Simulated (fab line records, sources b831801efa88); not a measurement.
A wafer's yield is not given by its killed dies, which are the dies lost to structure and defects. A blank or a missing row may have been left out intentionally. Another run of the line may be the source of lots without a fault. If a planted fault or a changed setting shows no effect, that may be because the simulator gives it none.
Problem report, 8D (eight disciplines) form, completed by code | flow sky130 | the parts of the form that need people (team, actions taken, sign-off) are left out

== 1. WHAT IS WRONG ==
VT_ADJUST_LVTN_TW at SKY_VT_ADJUST_LVTN_TW_MEAS_10 reads a mean of 30 on 3 wafers of 1 lot; wafers without a fault read 240 with a standard deviation of 3.4. That puts it -62 standard deviations away from the usual mean.
First observed at day 8 05:44: wafer L503.2, on film metro-01. At this step, 39 wafers from 13 lots have a number in the record. Rule for "out", or "out of limits": more than 4 standard deviations from the usual mean. The rest of the wafers with a number are treated as sound.

== 2. WHAT THIS IS AND IS NOT ==
question                    | is                     | is not
which readings at this step | VT_ADJUST_LVTN_TW      | -
which lots                  | L503                   | L500, L501, L502, L512, L513, L514, L515, L516, L517, L518, L519, L521
which wafers of those lots  | all that have a number | -
read on which gauges        | film metro-01          | film metro-02, film metro-04
when                        | from day 8 05:44       | up to then (9 sound wafers); but 27 sound wafers of L512, L513, L514, L515, L516, L517, L518, L519, L521 came after

== 3. THE SUSPECTS, EACH WITH WHAT RULES IT OUT ==
Counting: a tool at a process step up to the reading stays a suspect if it ran every lot that is out and no sound lot after the first of them.
- the gauge at SKY_VT_ADJUST_LVTN_TW_MEAS_10 is ruled out. All the wafers that are out were read on film metro-01, but those of them that SKY_VT_ADJUST_HVTP_STRIP_10 has rows for are out there too, on other tools.
- cmp-02 at SKY_FIELD_ISO_CMP_27 (polishes, stops on Si3N4, t overpolish 16 s, target thk 457.8 nm): ruled out as a lasting fault. Following L503 (day 3 09:51), the first lot on it that is out, the sound lots L512, L516, L517, L518 were run on it.
- plasma asher-01 at SKY_VT_ADJUST_HVTP_STRIP_10 (strips in O2/N2): ruled out as a lasting fault. Following L503 (day 7 09:31), the first lot on it that is out, the sound lots L516, L517, L518 were run on it.
- plasma asher-02 at SKY_VT_ADJUST_LVTN_STRIP_09 (strips in O2/N2): ruled out as a lasting fault. Following L503 (day 8 05:37), the first lot on it that is out, the sound lots L512, L514, L515, L516, L518, L521 were run on it.
Left after counting: nothing in the record.

== 4. THE CAUSE (what the simulator had put in) ==
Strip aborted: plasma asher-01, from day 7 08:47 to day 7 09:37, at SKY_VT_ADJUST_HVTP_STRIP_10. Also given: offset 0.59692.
Counting ruled it out, wrongly: the rule takes a fault to strike every lot that its tool runs from its start on, and this one did not.

== 5. SEQUENCE OF EFFECTS, ordered by route ==
One row per reading whose mean, taken over the struck wafers that have a number, lies over 3 standard deviations from the usual. Scope: only readings with a usual standard deviation given in the record; hours: median across lots of the time from each lot's start at the first step in this table that gives one to its start at this step; sigmas: change in usual standard deviations.
hours | step                          | reading                  | usual      | on struck wafers | change | sigmas
0     | SKY_VT_ADJUST_HVTP_STRIP_10   | oes product au           | 0.716 a.u. | 0.939            | +0.223 | +51
20    | SKY_VT_ADJUST_LVTN_STRIP_09   | strip time to endpoint s | 36.92 s    | 42.39            | +5.47  | +46
20    | SKY_VT_ADJUST_LVTN_TW_MEAS_10 | VT_ADJUST_LVTN_TW        | 240        | 30               | -210   | -62
Here are the process steps it includes:
- SKY_VT_ADJUST_HVTP_STRIP_10: strips in O2/N2.
- SKY_VT_ADJUST_LVTN_STRIP_09: strips in O2/N2.
Readings that are blank on the struck wafers while sound wafers have them: strip time to endpoint s at SKY_VT_ADJUST_HVTP_STRIP_10.
Later measuring or inspecting steps at which every struck wafer that the step has a row for has a number for every such reading, and none has moved that far: SKY_VT_ADJUST_HVTR_OVL_MEAS_08.

== 6. HOW IT WOULD HAVE BEEN CAUGHT EARLIER ==
The first out-of-limits reading at a measuring or inspecting step in this record came at day 8 05:44, 21 hours after the fault's start at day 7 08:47.
The tool's own readings at SKY_VT_ADJUST_HVTP_STRIP_10 were out on every struck wafer that the step has a row for (oes product au): an alarm limit on them would have fired on the first of those.
